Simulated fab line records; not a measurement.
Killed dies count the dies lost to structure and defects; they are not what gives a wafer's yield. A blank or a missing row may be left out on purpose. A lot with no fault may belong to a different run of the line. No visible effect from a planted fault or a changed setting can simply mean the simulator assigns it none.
Which tool is to blame? | flow sky130 | 13 lots, 37 wafers sampled, at 5 steps of a route of 708

WHAT THE GAUGES SHOWED, per wafer
SKY_LOCAL_INTERCONNECT_OVL_MEAS_12.
lot  | measured     | on         | LOCAL_INTERCONNECT_OVL (nm)
L987 | day 30 02:53 | overlay-01 | -8 -7 -10
L988 | day 30 13:11 | overlay-02 | -4 1 5
L989 | day 31 00:57 | overlay-02 | -4 2 0
L990 | day 31 09:43 | overlay-01 | -3 -10 -9
L991 | day 31 19:25 | overlay-02 | -8 -3 0
L992 | day 32 10:52 | overlay-02 | -8 -4 -1
L995 | day 33 07:10 | overlay-01 | -6 -6 4
L100 | day 34 19:37 | overlay-02 | 3
L104 | day 36 00:25 | overlay-01 | 5 11 2
L105 | day 36 05:10 | overlay-01 | 6 3 -4
L106 | day 36 15:25 | overlay-01 | 3 6 6
L108 | day 37 06:25 | overlay-02 | -6 5 -1
L110 | day 37 19:40 | overlay-02 | 0 -8 -3

SKY_METAL2_OVL_MEAS_16.
lot  | measured     | on         | METAL2_OVL (nm)
L987 | day 34 23:35 | overlay-02 | 8 3 -4
L988 | day 35 08:04 | overlay-02 | 7 3 0
L989 | day 35 18:37 | overlay-01 | -2 1 4
L990 | day 36 03:07 | overlay-01 | -1 0 -6
L991 | day 36 12:16 | overlay-01 | -13 -3 -8
L992 | day 37 01:41 | overlay-01 | -1 -4 -4
L995 | day 37 21:04 | overlay-02 | -5 -8 -5
L100 | day 39 08:59 | overlay-01 | -4
L104 | day 40 12:08 | overlay-01 | 1 1 0
L105 | day 40 16:53 | overlay-01 | -14 -6 -2
L106 | day 41 02:37 | overlay-01 | -2 -11 -11
L108 | day 41 15:11 | overlay-01 | 3 -9 0
L110 | day 42 03:19 | overlay-01 | 0 0 -2

SKY_VIA2_THK_MEAS_01.
lot  | measured     | on            | VIA2_HDPCVD_THK (nm)
L987 | day 35 00:32 | film metro-02 | 1171 1167 1167
L988 | day 35 09:11 | film metro-02 | 1178 1186 1170
L989 | day 35 19:34 | film metro-03 | 1186 1182 1181
L990 | day 36 04:08 | film metro-02 | 1202 1185 1186
L991 | day 36 13:13 | film metro-04 | 1196 1195 1207
L992 | day 37 02:38 | film metro-02 | 1166 1168 1169
L995 | day 37 22:11 | film metro-02 | 1191 1197 1191
L100 | day 39 09:58 | film metro-03 | 1422 1422
L104 | day 40 13:05 | film metro-04 | 1184 1176 1205
L105 | day 40 17:50 | film metro-02 | 1172 1185 1171
L106 | day 41 03:33 | film metro-03 | 1170 1186 1188
L108 | day 41 16:08 | film metro-02 | 1189 1197 1181
L110 | day 42 04:16 | film metro-03 | 1174 1173 1149

SKY_VIA2_OVL_MEAS_13.
lot  | measured     | on         | VIA2_OVL (nm)
L987 | day 36 02:58 | overlay-02 | 1 7 -6
L988 | day 36 11:23 | overlay-02 | -6 0 5
L989 | day 36 22:24 | overlay-01 | 8 4 6
L990 | day 37 06:32 | overlay-01 | -5 3 3
L991 | day 37 15:28 | overlay-01 | -3 -3 -4
L992 | day 38 05:02 | overlay-01 | -6 5 2
L995 | day 39 00:31 | overlay-02 | 0 1 -13
L100 | day 40 11:17 | overlay-02 | -7
L104 | day 41 14:16 | overlay-01 | -3 -1 1
L105 | day 41 18:04 | overlay-01 | -6 -2 2
L106 | day 42 03:37 | overlay-01 | 6 8 0
L108 | day 42 15:52 | overlay-02 | 0 4 4
L110 | day 43 04:06 | overlay-02 | -5 1 -4

WHICH TOOL RAN EACH LOT (tool, then ch and the chambers of the sampled wafers, then the start)
lot  | SKY_VIA2_HDPCVD_00
L987 | hdpcvd-02 ch 0,1, day 35 00:25
L988 | hdpcvd-01 ch 0,1, day 35 09:04
L989 | hdpcvd-01 ch 0,1,2, day 35 19:25
L990 | hdpcvd-02 ch 0,2, day 36 04:01
L991 | hdpcvd-01 ch 0,1,2, day 36 13:05
L992 | hdpcvd-02 ch 0,1, day 37 02:31
L995 | hdpcvd-01 ch 0,1, day 37 22:04
L100 | hdpcvd-01 ch 2, day 39 09:53
L104 | hdpcvd-02 ch 0,2, day 40 12:58
L105 | hdpcvd-02 ch 1,2, day 40 17:43
L106 | hdpcvd-02 ch 0,1, day 41 03:25
L108 | hdpcvd-02 ch 0,2, day 41 16:00
L110 | hdpcvd-02 ch 1,2, day 42 04:08
- SKY_VIA2_HDPCVD_00: deposits SiO2, target thk 1180 nm, time 196.7 s.

WHAT THE TOOLS THEMSELVES READ (means of the sampled wafers that have a number; where no wafer has one, the mark that the record gives instead)
SKY_VIA2_HDPCVD_00.
lot  | tool      | pressure mtorr (mTorr) | sih4 flow sccm (sccm)
L987 | hdpcvd-02 | 5.998                  | 59.91
L988 | hdpcvd-01 | 6.008                  | 60.10
L989 | hdpcvd-01 | 6.007                  | 59.92
L990 | hdpcvd-02 | 6.000                  | 59.98
L991 | hdpcvd-01 | 6.000                  | 59.93
L992 | hdpcvd-02 | 6.011                  | 60.12
L995 | hdpcvd-01 | 5.993                  | 59.97
L100 | hdpcvd-01 | 5.973                  | 71.86
L104 | hdpcvd-02 | 5.995                  | 60.10
L105 | hdpcvd-02 | 5.997                  | 59.86
L106 | hdpcvd-02 | 5.990                  | 60.05
L108 | hdpcvd-02 | 6.005                  | 60.17
L110 | hdpcvd-02 | 5.998                  | 59.99

THE ANSWER, worked out from the rows above alone
Rule: what is usual is taken from the lots themselves. The widest of any qualifying gaps counts: lots, ordered by their means at a reading, are off when they make up no more than a third of the lots, leave a main group of 4 or more, and stand apart from it by 3 or more times the standard deviation of that group's means. The tables above print the reading to a certain number of digits; a main group whose means all agree to those digits is not used. A lot without any number at a reading at which 4 lots or more have one is off too. Any other lot the step has rows for is counted as sound. First the gauges in route order, then the tools' own readings, where a lot's mean is used as printed above. At the first step where some lot is off, the reading lying furthest off is the one used; lots without a number count as furthest.
Off: L100, at SKY_VIA2_THK_MEAS_01 (VIA2_HDPCVD_THK). The main group: mean 1182 nm, standard deviation 10.
If a tool, at a process step before that reading, ran all the lots that are off and no sound lot after the first of them, it fits. Not tried: the gauges at SKY_VIA2_THK_MEAS_01; whatever is off there is also off at SKY_VIA2_HDPCVD_00, on other tools, and gauge error can't account for it. One fits: hdpcvd-01 at SKY_VIA2_HDPCVD_00. A fault onset in the window from L995 (day 37 22:04, its last sound lot) to L100 (day 39 09:53, its first lot off) fits.
The tool's own readings at SKY_VIA2_HDPCVD_00 bear it out: on the lots that are off they differ by more than 5 times the standard deviation of the sound lots' means. sih4 flow sccm reads 71.86 sccm there against 60.01 sccm on the sound lots.

WHAT WAS PUT IN BY THE SIMULATOR
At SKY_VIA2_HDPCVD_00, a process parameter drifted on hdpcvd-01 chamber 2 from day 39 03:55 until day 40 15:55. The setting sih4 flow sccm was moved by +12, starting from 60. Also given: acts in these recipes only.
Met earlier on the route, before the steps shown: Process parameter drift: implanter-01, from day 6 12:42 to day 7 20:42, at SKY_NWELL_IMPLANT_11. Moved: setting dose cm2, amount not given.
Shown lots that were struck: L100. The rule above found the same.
